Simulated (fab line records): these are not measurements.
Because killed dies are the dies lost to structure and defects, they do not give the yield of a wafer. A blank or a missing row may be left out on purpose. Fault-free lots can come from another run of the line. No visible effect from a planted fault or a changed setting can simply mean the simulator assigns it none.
Which tool did it? ; flow sky130 ; 24 lots, 72 wafers sampled, at 6 steps of a route of 708

## WHAT EACH GAUGE READ, for each wafer
SKY_VT_ADJUST_LVTN_OVL_MEAS_18.
lot;measured;on;VT_ADJUST_LVTN_01_OVL (nm)
L074;day 7 14:05;overlay-01;0.8 1.3 2.0
L075;day 8 00:35;overlay-01;-0.9 -0.5 -1.7
L076;day 8 06:47;overlay-02;1.2 0.8 2.9
L077;day 8 13:37;overlay-01;1.3 0.2 1.2
L078;day 8 20:36;overlay-01;-0.3 -1.0 -0.7
L079;day 9 06:34;overlay-02;-0.4 -0.7 -0.3
L080;day 9 08:10;overlay-02;-3.0 -0.5 -2.1
L081;day 9 15:04;overlay-02;1.1 0.2 -1.5
L082;day 9 23:07;overlay-02;1.0 0.8 1.8
L083;day 10 07:59;overlay-02;-1.2 -0.1 -0.9
L084;day 10 11:51;overlay-02;-2.6 -4.4 -1.9
L085;day 10 17:57;overlay-02;0.3 1.2 2.2
L086;day 11 00:05;overlay-01;-0.6 -4.1 -1.1
L087;day 11 07:02;overlay-02;1.1 1.0 2.6
L088;day 11 12:30;overlay-02;-1.5 0.1 -0.3
L089;day 11 21:24;overlay-02;-0.7 -2.7 -3.8
L090;day 12 09:31;overlay-02;1.5 1.6 2.3
L091;day 12 22:27;overlay-01;-1.8 -2.4 -1.8
L092;day 12 23:35;overlay-01;0.2 -0.4 -2.0
L093;day 13 00:58;overlay-02;-2.9 -2.2 -1.6
L094;day 13 07:37;overlay-01;-0.8 -2.4 -2.3
L095;day 13 14:48;overlay-02;-0.6 -1.3 -0.2
L096;day 13 22:39;overlay-02;-0.8 1.0 -1.5
L097;day 14 04:08;overlay-01;0.0 1.7 0.4

SKY_VIA3_OVL_MEAS_13.
lot;measured;on;VIA3_OVL (nm)
L074;day 39 20:49;overlay-01;-2 3 3
L075;day 39 23:56;overlay-02;-1 -2 7
L076;day 40 03:55;overlay-02;-10 -10 -11
L077;day 40 17:11;overlay-01;0 5 12
L078;day 40 22:59;overlay-01;-2 12 9
L079;day 41 09:49;overlay-01;4 2 12
L080;day 41 10:59;overlay-01;14 1 13
L081;day 41 15:40;overlay-01;-3 4 2
L082;day 42 01:05;overlay-02;2 2 -1
L083;day 42 08:29;overlay-02;-6 -1 9
L084;day 42 16:52;overlay-02;8 4 6
L085;day 42 12:49;overlay-01;-2 -11 -1
L086;day 42 22:17;overlay-02;0 2 4
L087;day 43 07:28;overlay-01;-5 -5 -4
L088;day 43 07:49;overlay-01;-6 -8 -11
L089;day 43 18:29;overlay-01;-4 -2 1
L090;day 44 07:02;overlay-02;-2 8 1
L091;day 44 20:49;overlay-01;2 -4 5
L092;day 44 22:40;overlay-01;4 -1 4
L093;day 44 22:05;overlay-02;3 -1 5
L094;day 45 02:34;overlay-02;10 14 13
L095;day 45 11:04;overlay-01;4 5 3
L096;day 45 19:28;overlay-01;2 1 -4
L097;day 45 22:59;overlay-02;3 2 6

SKY_VIA4_BOW_MEAS_03.
lot;measured;on;VIA4_BOW (um)
L074;day 42 00:30;filmMetro-03;92 85 79
L075;day 42 03:25;filmMetro-04;101 94 90
L076;day 42 06:13;filmMetro-04;82 87 77
L077;day 42 20:04;filmMetro-04;75 78 71
L078;day 43 01:19;filmMetro-01;80 73 74
L079;day 43 12:20;filmMetro-01;75 91 67
L080;day 43 12:43;filmMetro-04;89 79 64
L081;day 43 17:10;filmMetro-01;85 70 63
L082;day 44 02:04;filmMetro-03;74 80 69
L083;day 44 10:50;filmMetro-04;85 65 72
L084;day 44 21:19;filmMetro-01;73 87 93
L085;day 44 14:05;filmMetro-01;66 78 79
L086;day 44 23:14;filmMetro-01;88 87 90
L087;day 45 06:38;filmMetro-01;73 71 67
L088;day 45 07:16;filmMetro-03;80 81 84
L089;day 45 17:29;filmMetro-03;89 75 73
L090;day 46 06:46;filmMetro-03;81 89 85
L091;day 46 17:37;filmMetro-04;87 73 80
L092;day 46 21:23;filmMetro-04;83 74 71
L093;day 46 20:27;filmMetro-01;85 82 87
L094;day 47 01:07;filmMetro-03;92 74 86
L095;day 47 08:26;filmMetro-01;91 84 89
L096;day 47 15:31;filmMetro-03;80 77 73
L097;day 47 19:11;filmMetro-03;87 79 88

## WHICH TOOL RAN EACH LOT (tool, then ch and the chambers of the sampled wafers, then the start)
lot;SKY_METAL3_STRIP_19;SKY_VIA3_CMP_24;SKY_METAL4_DESCUM_15
L074;plasmaAsher-04 ch 0,1, day 38 17:50;cmp-02 ch 0,2,3, day 39 21:58;rieMetal-03 ch 0,1, day 41 23:02
L075;plasmaAsher-04 ch 0,1, day 38 22:13;cmp-01 ch 0,2,3, day 40 01:05;rieMetal-04 ch 0,1, day 42 01:57
L076;plasmaAsher-04 ch 0,1, day 38 23:13;cmp-02 ch 0,1,3, day 40 05:01;rieMetal-04 ch 0,1, day 42 04:44
L077;plasmaAsher-03 ch 0,1, day 39 15:13;cmp-02 ch 0,2, day 40 18:32;rieMetal-02 ch 0,1, day 42 18:34
L078;plasmaAsher-01 ch 0,1, day 39 21:27;cmp-02 ch 1,2,3, day 41 00:10;rieMetal-02 ch 0,1, day 42 23:49
L079;plasmaAsher-03 ch 0,1, day 40 07:27;cmp-02 ch 0,1,3, day 41 10:55;rieMetal-02 ch 0,1, day 43 10:48
L080;plasmaAsher-03 ch 0,1, day 40 09:10;cmp-01 ch 2,3, day 41 12:04;rieMetal-03 ch 0,1, day 43 11:10
L081;plasmaAsher-01 ch 0,1, day 40 14:01;cmp-02 ch 2,3, day 41 16:46;rieMetal-04 ch 0,1, day 43 15:39
L082;plasmaAsher-03 ch 0,1, day 40 23:58;cmp-02 ch 2,3, day 42 02:11;rieMetal-02 ch 0,1, day 44 00:31
L083;plasmaAsher-03 ch 0,1, day 41 07:43;cmp-02 ch 0,1,3, day 42 09:43;rieMetal-04 ch 0,1, day 44 09:15
L084;plasmaAsher-03 ch 0,1, day 41 16:08;cmp-01 ch 0,1,2, day 42 18:03;rieMetal-04 ch 0,1, day 44 19:52
L085;plasmaAsher-03 ch 0,1, day 41 12:06;cmp-01 ch 0,1,3, day 42 13:57;rieMetal-04 ch 0,1, day 44 12:35
L086;plasmaAsher-04 ch 0,1, day 41 21:35;cmp-01 ch 2,3, day 42 23:24;rieMetal-02 ch 0,1, day 44 21:34
L087;plasmaAsher-04 ch 0,1, day 42 07:44;cmp-02 ch 0,2,3, day 43 08:34;rieMetal-04 ch 0,1, day 45 05:11
L088;plasmaAsher-01 ch 0,1, day 42 08:05;cmp-01 ch 0,2, day 43 09:02;rieMetal-03 ch 0,1, day 45 05:48
L089;plasmaAsher-04 ch 0,1, day 42 19:01;cmp-01 ch 2,3, day 43 20:03;rieMetal-02 ch 0,1, day 45 16:02
L090;plasmaAsher-04 ch 0,1, day 43 07:52;cmp-01 ch 1,3, day 44 08:14;rieMetal-04 ch 1, day 46 03:44
L091;plasmaAsher-04 ch 0,1, day 43 20:34;cmp-01 ch 0,1,3, day 44 21:55;rieMetal-04 ch 0,1, day 46 16:01
L092;plasmaAsher-01 ch 0,1, day 43 23:34;cmp-01 ch 0,2,3, day 44 23:49;rieMetal-04 ch 0,1, day 46 19:50
L093;plasmaAsher-04 ch 0,1, day 43 23:18;cmp-02 ch 0,1, day 44 23:12;rieMetal-02 ch 0,1, day 46 18:55
L094;plasmaAsher-03 ch 0,1, day 44 02:53;cmp-01 ch 1,2, day 45 03:42;rieMetal-03 ch 0,1, day 46 23:37
L095;plasmaAsher-01 ch 0,1, day 44 11:50;cmp-01 ch 2,3, day 45 12:10;rieMetal-03 ch 0,1, day 47 06:59
L096;plasmaAsher-03 ch 0,1, day 44 20:55;cmp-01 ch 1,2,3, day 45 20:37;rieMetal-04 ch 0,1, day 47 14:04
L097;plasmaAsher-01 ch 0,1, day 45 00:55;cmp-01 ch 0,1, day 46 00:04;rieMetal-02 ch 0,1, day 47 17:40
- SKY_METAL3_STRIP_19: strips in O2/N2.
- SKY_VIA3_CMP_24: polishes, stops on SiO2, t overpolish 20 s, target thk 0 nm.
- SKY_METAL4_DESCUM_15: chemistry O2, time 8 s.

## AS READ BY THE TOOLS THEMSELVES (means over the sampled wafers that have a number; for cases with no such wafer, the mark the record gives instead)
SKY_METAL3_STRIP_19.
lot;tool;drypumpMotorCurrentA (A);oesProductAu (a.u.);stripTimeToEndpointS (s)
L074;plasmaAsher-04;6.0;0.503;6.55
L075;plasmaAsher-04;6.2;0.505;6.58
L076;plasmaAsher-04;6.2;0.514;6.73
L077;plasmaAsher-03;6.3;0.507;6.64
L078;plasmaAsher-01;5.8;0.504;6.53
L079;plasmaAsher-03;6.3;0.512;6.63
L080;plasmaAsher-03;6.2;0.502;6.62
L081;plasmaAsher-01;5.4;0.504;6.57
L082;plasmaAsher-03;6.2;0.501;6.62
L083;plasmaAsher-03;6.2;0.507;6.52
L084;plasmaAsher-03;6.4;0.501;6.56
L085;plasmaAsher-03;6.4;0.507;6.59
L086;plasmaAsher-04;6.2;0.502;6.57
L087;plasmaAsher-04;6.0;0.505;6.61
L088;plasmaAsher-01;5.4;0.499;6.56
L089;plasmaAsher-04;6.0;0.502;6.54
L090;plasmaAsher-04;6.2;0.508;6.61
L091;plasmaAsher-04;6.0;0.510;6.62
L092;plasmaAsher-01;5.4;0.508;6.58
L093;plasmaAsher-04;6.0;0.506;6.54
L094;plasmaAsher-03;6.2;0.500;6.55
L095;plasmaAsher-01;5.8;0.502;6.54
L096;plasmaAsher-03;6.2;0.510;6.66
L097;plasmaAsher-01;5.7;0.508;6.59

SKY_VIA3_CMP_24.
lot;tool;motorCurrentA (A);overpolishRunS (s);timeToEndpointS (s)
L074;cmp-02;10.9;19.996;96
L075;cmp-01;11.5;19.996;92
L076;cmp-02;11.7;19.997;96
L077;cmp-02;10.8;19.994;97
L078;cmp-02;10.9;20.004;96
L079;cmp-02;11.7;19.998;100
L080;cmp-01;11.8;20.005;88
L081;cmp-02;10.4;20.000;98
L082;cmp-02;10.6;20.009;95
L083;cmp-02;11.4;19.982;92
L084;cmp-01;10.5;20.006;88
L085;cmp-01;11.2;19.993;92
L086;cmp-01;12.2;20.002;98
L087;cmp-02;10.9;19.993;91
L088;cmp-01;11.0;20.004;94
L089;cmp-01;11.5;20.015;98
L090;cmp-01;11.7;20.016;97
L091;cmp-01;10.8;19.994;91
L092;cmp-01;11.7;20.005;95
L093;cmp-02;12.1;19.999;92
L094;cmp-01;10.5;20.007;96
L095;cmp-01;11.3;20.007;99
L096;cmp-01;10.9;19.995;93
L097;cmp-01;9.6;19.998;95

SKY_METAL4_DESCUM_15.
lot;tool;drypumpMotorCurrentA (A);oesProductAu (a.u.);tempC (C)
L074;rieMetal-03;5.7;0.997;39.94
L075;rieMetal-04;5.1;0.985;39.93
L076;rieMetal-04;5.4;0.981;40.02
L077;rieMetal-02;5.2;1.000;40.01
L078;rieMetal-02;5.2;1.004;40.11
L079;rieMetal-02;5.2;0.998;40.01
L080;rieMetal-03;5.7;0.983;40.06
L081;rieMetal-04;5.1;0.995;40.03
L082;rieMetal-02;5.3;1.003;39.86
L083;rieMetal-04;5.4;0.992;40.10
L084;rieMetal-04;5.4;0.996;40.03
L085;rieMetal-04;5.4;0.999;40.04
L086;rieMetal-02;5.2;0.997;40.01
L087;rieMetal-04;5.1;0.988;39.97
L088;rieMetal-03;5.7;0.993;39.93
L089;rieMetal-02;5.3;1.006;39.80
L090;rieMetal-04;5.7;0.996;40.04
L091;rieMetal-04;5.4;0.993;40.02
L092;rieMetal-04;5.4;0.997;40.08
L093;rieMetal-02;5.4;1.006;40.04
L094;rieMetal-03;5.7;0.996;39.98
L095;rieMetal-03;5.7;0.995;40.14
L096;rieMetal-04;5.2;0.999;39.96
L097;rieMetal-02;5.2;1.005;39.98

## THE ANSWER, worked out from the rows above alone
Rule: the lots themselves supply what counts as usual. The widest of any qualifying gaps counts: lots, ordered by their means at a reading, are off when they make up no more than a third of the lots, leave a main group of 4 or more, and stand apart from it by 3 or more times the standard deviation of that group's means. A main group is skipped when, at the precision printed for the reading in the tables above, its means are all equal. A lot without any number at a reading at which 4 lots or more have one is off too. All remaining lots with rows at the step are treated as sound. Order of review: gauges by route order, followed by the tools' own readings, for which a lot's mean as printed above is used. The first step at which some lot is off is used, and at that step the reading that is off furthest; a lot without a number counts as furthest.
No lot is off on any of the readings shown, so nothing can be concluded from this.

## WHAT WAS PUT IN BY THE SIMULATOR
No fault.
